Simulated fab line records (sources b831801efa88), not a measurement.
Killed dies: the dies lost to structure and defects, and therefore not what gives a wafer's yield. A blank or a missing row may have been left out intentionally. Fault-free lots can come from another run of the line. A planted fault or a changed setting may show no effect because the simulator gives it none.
A struck lot beside a sound one :: flow gf180mcu :: 14 out of 602 route steps
Sound: the wafers L896.2, L896.4, L896.5. Struck: wafers L892.3, L892.4, L892.5. The cause is given at the end.
Each step with rows lists, per side, the tool, then ch with its chambers, then its first start. Under that, the readings that differ: sound wafers :: struck wafers :: difference of the means :: sigmas: that difference in standard deviations of wafers without a fault.
alike: readings with means less than 2 such deviations apart, plus words and numbers identical on both sides. not compared: withheld readings, readings lacking a value on some wafer, bounds such as >300 that could conceal the same value, and numbers that have no deviation in the record and whose values overlap.
The two part at a step that has a row with sigmas, a row that says differs or no value, or rows on one side only. Numbers that don't overlap but have no deviation are shown without sigmas and don't part them. A reading missing from all wafers of one side parts the sides only when that side holds two or more wafers.

first, 1 step without rows for these wafers: GF_V4_CLEAN_20 (cleans in DIW).
GF_V4_SPUTTER_21: material Ti, target thk 15 nm, time 80.02 s.
  sound on pvd sputter-03, day 29 13:09; struck on pvd sputter-01, day 28 18:35
  alike: chamber pressure pa, throttle valve pct
then, 1 step without rows for these wafers: GF_V4_SPUTTER_22 (material TiN, target thk 10 nm, time 40 s).
GF_V4_CVD_23: deposits W, target thk 350 nm, time 104.9 s.
  sound on cvd w-01 ch 0,1, day 29 13:15; struck on cvd w-02 ch 0,1, day 28 18:43
  alike: chamber pressure Torr, heater power outer w, heater power w
GF_V4_RS_MEAS_24: measures by four-point-probe.
  sound on film metro-03, day 29 13:23; struck on film metro-03, day 28 18:50
  alike: V4_W_RS
GF_V4_THK_MEAS_25: measures by xrf.
  sound on film metro-03, day 29 13:29; struck on film metro-03, day 28 18:56
  alike: V4_W_THK
then, 1 step without rows for these wafers: GF_V4_CMP_26 (polishes, stops on SiO2, t overpolish 15 s, target thk 0 nm).
GF_MIM_SPUTTER_00: material Ti, target thk 37.5 nm, time 150 s.
  sound on pvd sputter-01, day 29 13:50; struck on pvd sputter-02, day 28 19:16
  alike: chamber pressure pa, throttle valve pct
GF_MIM_SPUTTER_01: material TiN, target thk 30 nm, time 25 s.
  sound on pvd sputter-01, day 29 13:56; struck on pvd sputter-02, day 28 19:22
  alike: chamber pressure pa, throttle valve pct
then, 1 step without rows for these wafers: GF_MIM_SPUTTER_02 (material AlCu, target thk 450 nm, time 23.9 s).
GF_MIM_SPUTTER_03: material Ti, target thk 10 nm, time 6.7 s.
  sound on pvd sputter-01, day 29 14:00; struck on pvd sputter-02, day 28 19:26
  alike: chamber pressure pa, throttle valve pct
then, 1 step without rows for these wafers: GF_MIM_SPUTTER_04 (material TiN, target thk 50 nm, time 41.7 s).
GF_MIM_CVD_05: deposits Si3N4, target thk 42 nm, time 29.086 s.
  sound on pecvd-01 ch 1,2, day 29 14:04; struck on pecvd-01 ch 1,2, day 28 19:30
  no value came back on the struck wafers for heater power outer w (W), heater power w (W); on the sound wafers heater power outer w (W) reads 498 434 499
GF_PASSIVATION_PROBE_99:
  the record holds rows for the sound wafers here (prober-01, day 33 12:38) but none for the struck ones

## WHERE THEY PART
Earliest at GF_MIM_CVD_05; latest, in this record, at GF_PASSIVATION_PROBE_99.

WHY: what had been put in by the simulator
Beginning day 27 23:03, the whole step at GF_MIM_CVD_05 was skipped on pecvd-01. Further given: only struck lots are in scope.
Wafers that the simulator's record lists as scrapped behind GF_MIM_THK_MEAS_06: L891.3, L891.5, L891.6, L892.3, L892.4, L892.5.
